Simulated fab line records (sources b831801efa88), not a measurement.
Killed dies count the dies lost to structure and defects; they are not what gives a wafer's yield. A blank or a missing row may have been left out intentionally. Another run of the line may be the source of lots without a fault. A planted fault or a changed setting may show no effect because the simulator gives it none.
A lot that was struck, set against a sound lot	flow sfq line	21 steps out of a route of 325
Sound: the wafers L362.3, L362.4, L362.6. Struck: wafer L359.2 (L359.1, L359.3, from the same lot, were not struck and are left out); the cause is given at the end.
At each step with rows: each side's tool, then ch and its chambers, then its first start. Under that, the readings that differ: sound wafers	struck wafers	difference of the means	sigmas: that difference in standard deviations of wafers without a fault.
alike: words and numbers the same on both sides, and readings whose means are apart by under 2 such deviations; not compared: readings that were withheld, readings missing a value for some wafer, numbers with overlapping values and no deviation given by the record, and bounds like >300 which may hide the same value.
Wherever a step has rows on one side only, a row that says differs or no value, or a row with sigmas, the two part there. Numbers that don't overlap but have no deviation are shown without sigmas and don't part them. A reading that every wafer of one side lacks parts them only if that side has two wafers or more.

first, 3 steps without rows for these wafers: SFQ_TRILAYER_M3_LITHO_EXPOSE_076 (exposes mask M3, target cd 500 nm); SFQ_TRILAYER_M3_LITHO_PEB_078 (peb time 60 s); SFQ_TRILAYER_M3_LITHO_DEVELOP_077 (time 60 s).
SFQ_M3_OVL_MEAS_921:
  sound: overlay-02 at day 41 22:33; struck: overlay-02 at day 41 11:38
  alike: M3_OVL
SFQ_TRILAYER_M3_BARC_OPEN_METAL_ETCH_100: etches BARC in O2, target depth 125 nm, time 41.7 s.
  sound on rie metal-04 ch 0,1, day 41 22:35; struck on rie metal-01 ch 0, day 41 11:40
reading	sound	struck	difference	sigmas
rf hours counter h (h)	- - -	108	no value on the sound wafers	
  alike: chamber pressure mTorr, drypump motor current A, oes product au
then, 1 step without rows for these wafers: SFQ_TRILAYER_M3_ETCH_METAL_ETCH_078 (etches Nb in Cl2/Ar, stops on SiO2, target depth 240 nm, time 120 s).
SFQ_TRILAYER_M3_STRIP_STRIP_079: strips in O2.
  sound on rie metal-04 ch 0,1, day 41 22:58; struck on rie metal-01 ch 0, day 41 11:52
reading	sound	struck	difference	sigmas
rf hours counter h (h)	- - -	108	no value on the sound wafers	
  alike: chamber pressure mTorr, drypump motor current A, oes product au, platen temp c
then, 1 step without rows for these wafers: SFQ_TRILAYER_M3_STRIP_SOLV_CLEAN_080 (cleans in NMP, time 600 s).
SFQ_TRILAYER_I3_DEP_PECVD_081: deposits SiO2 from SiH4/N2O, time 111.11 s, target thk 500 nm.
  sound on pecvd-03 ch 0,1,2, day 41 23:32; struck on pecvd-03 ch 1, day 41 12:38
  alike: heater power w, throttle valve pct
then, 1 step without rows for these wafers: SFQ_TRILAYER_I3_CMP_CMP_082 (polishes SiO2).
SFQ_I3_BOW_MEAS_922:
  sound: film metro-04 at day 42 03:45; struck: film metro-04 at day 41 15:43
  alike: I3_BOW
SFQ_TRILAYER_I3_METRO_MEASURE_083:
  sound: film metro-04 at day 42 04:14; struck: film metro-04 at day 41 15:50
  alike: thk nm
SFQ_TRILAYER_I3_VIA_LITHO_COAT_090: resist thk 62 nm.
  sound on litho track-02 ch 0, day 42 05:08; struck on litho track-03 ch 0, day 41 17:02
reading	sound	struck	difference	sigmas
exhaust pa (Pa)	43.3 45.6 44.7	46.9	+2.4	+3
model.BARC_of_TRILAYER_I3_VIA_LITHO_COAT_090.thk nm (nm)	61.82 61.81 61.92	59.35	-2.50	
then, 5 steps without rows for these wafers: SFQ_TRILAYER_I3_VIA_LITHO_COAT_085 (resist thk 650 nm); SFQ_TRILAYER_I3_VIA_LITHO_SOFTBAKE_089; SFQ_TRILAYER_I3_VIA_LITHO_EXPOSE_086 (exposes mask I3, target cd 500 nm); SFQ_TRILAYER_I3_VIA_LITHO_PEB_088 (peb time 60 s); SFQ_TRILAYER_I3_VIA_LITHO_DEVELOP_087 (time 60 s).
-- the record jumps here: 6 days lie between the struck wafers' starts before and after --
SFQ_I3_OVL_MEAS_923:
  sound: overlay-01 at day 47 23:04; struck: overlay-02 at day 47 11:03
  alike: I3_OVL
SFQ_TRILAYER_I3_VIA_BARC_OPEN_VIA_ETCH_121: etches BARC in O2, target depth 125 nm, time 41.7 s.
  sound on rie diel-02 ch 0,1,2, day 47 23:05; struck on rie diel-02 ch 3, day 47 11:05
reading	sound	struck	difference	sigmas
oes product au (a.u.)	0.684 0.684 0.679	0.666	-0.016	-3
model.etch.depth nm (nm)	61.82 61.81 61.92	59.35	-2.50	
  alike: chamber pressure mTorr, drypump motor current A
  not compared: rf hours counter h
SFQ_TRILAYER_I3_VIA_ETCH_VIA_ETCH_088: etches SiO2 in CHF3, stops on Nb, target depth 260 nm.
  sound on rie diel-02 ch 0,1,2, day 47 23:08; struck on rie diel-02 ch 3, day 47 11:08
  alike: chamber pressure mTorr, drypump motor current A, oes product au

WHERE THEY PART
First at SFQ_TRILAYER_M3_BARC_OPEN_METAL_ETCH_100; last, within this record, at SFQ_TRILAYER_I3_VIA_BARC_OPEN_VIA_ETCH_121. Later steps at which nothing parts them and some readings are alike: SFQ_TRILAYER_I3_VIA_ETCH_VIA_ETCH_088.

WHY: whatever the simulator had introduced
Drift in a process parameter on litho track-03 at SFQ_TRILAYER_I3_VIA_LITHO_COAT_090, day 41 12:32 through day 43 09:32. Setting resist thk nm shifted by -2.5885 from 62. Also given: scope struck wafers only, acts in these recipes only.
